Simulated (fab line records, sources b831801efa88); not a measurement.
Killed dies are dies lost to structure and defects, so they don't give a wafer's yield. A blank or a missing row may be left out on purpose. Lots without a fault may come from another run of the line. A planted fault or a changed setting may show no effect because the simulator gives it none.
Problem report in the 8D (eight disciplines) form, filled by code | flow gf180mcu | the parts of the form that need people (team, actions taken, sign-off) are left out

1. THE PROBLEM
SALICIDE_TIN_RS at GF_SALICIDE_RS_MEAS_04 reads a mean of 14.3 ohm/sq on 1 wafer of 1 lot; wafers without a fault read 16.4 ohm/sq with a standard deviation of 0.38. That is -5.5 standard deviations from the usual mean.
The step: measures by four-point-probe.
First seen on wafer L473.2, day 18 17:49, on film_metro-02. The record holds 36 wafers of 12 lots with a number at this step. Rule for "out", or "out of limits": more than 4 standard deviations from the usual mean. The other wafers with a number count as sound.

2. WHAT IT IS AND WHAT IT IS NOT
question                    | is                | is not
which readings at this step | SALICIDE_TIN_RS   | -
which lots                  | L473              | L465, L466, L469, L471, L478, L479, L482, L483, L484, L485, L486
which wafers of those lots  | L473.2            | L473.1, L473.3
read on which gauges        | film_metro-02     | film_metro-01, film_metro-04
when                        | from day 18 17:49 | up to then (11 sound wafers); but 24 sound wafers of L471, L478, L479, L482, L483, L484, L485, L486 came after

3. SUSPECTS, AND WHAT RULES EACH OUT
Counting: a tool at a process step up to the reading stays a suspect if it ran every lot that is out. Sound lots after the first of them don't rule it out here, since some wafers of a struck lot are sound.
- the gauge at GF_SALICIDE_RS_MEAS_04: kept. All the wafers that are out were read on film_metro-02, and no step on other tools shows them out.
- rie_diel-02 at GF_SAB_ETCH_11 (etches SiO2 in C4F8/O2/Ar, target depth 55 nm, time 8.5 s): kept. It ran the lot that is out, L473 (day 18 17:24); its last sound lot up to then is L466 (day 15 11:36).
- pvd_sputter-03 at GF_SALICIDE_SPUTTER_03 (material TiN, target thk 20 nm, time 16.7 s): kept. It ran the lot that is out, L473 (day 18 17:47).
- Within rie_diel-02 at GF_SAB_ETCH_11: the wafers that are out ran in chamber 1; their sound lot-mates ran in chambers 0, 2.
Left after counting: rie_diel-02 at GF_SAB_ETCH_11, pvd_sputter-03 at GF_SALICIDE_SPUTTER_03, film_metro-02 at GF_SALICIDE_RS_MEAS_04.

4. THE CAUSE (what the simulator had put in)
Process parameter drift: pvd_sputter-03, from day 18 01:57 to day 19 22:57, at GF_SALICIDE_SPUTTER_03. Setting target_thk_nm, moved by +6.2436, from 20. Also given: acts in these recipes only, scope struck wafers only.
Counting left 3 suspects, and this tool is among them.

5. THE CHAIN OF EFFECTS, in route order
Each row: a reading whose mean over the struck wafers that have a number lies more than 3 standard deviations from the usual. Only readings for which the record gives a usual standard deviation are gone through. hours: the time from each lot's start at the first step in this table that gives one to its start at this step, as a median over the lots. sigmas: the change in usual standard deviations.
hours | step                    | reading          | usual       | on struck wafers | change | sigmas
0     | GF_SALICIDE_RS_MEAS_04  | SALICIDE_TIN_RS  | 16.4 ohm/sq | 14.3             | -2.1   | -5.5
0     | GF_SALICIDE_THK_MEAS_05 | SALICIDE_TIN_THK | 20.20 nm    | 26.87            | +6.67  | +24

6. WHAT WOULD HAVE CAUGHT IT SOONER
In this record the first reading out of limits at a measuring or inspecting step was taken at day 18 17:49, 16 hours after the fault began at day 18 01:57.
Of the tool readings at GF_SALICIDE_SPUTTER_03 for which the record gives a usual standard deviation, none was out on any struck wafer, so an alarm limit of 4 standard deviations on them would not have fired.
All the lots that are out (1) had begun GF_SALICIDE_SPUTTER_03 on pvd_sputter-03 by day 18 17:49. A hold on the tool at that time would have spared none of them.
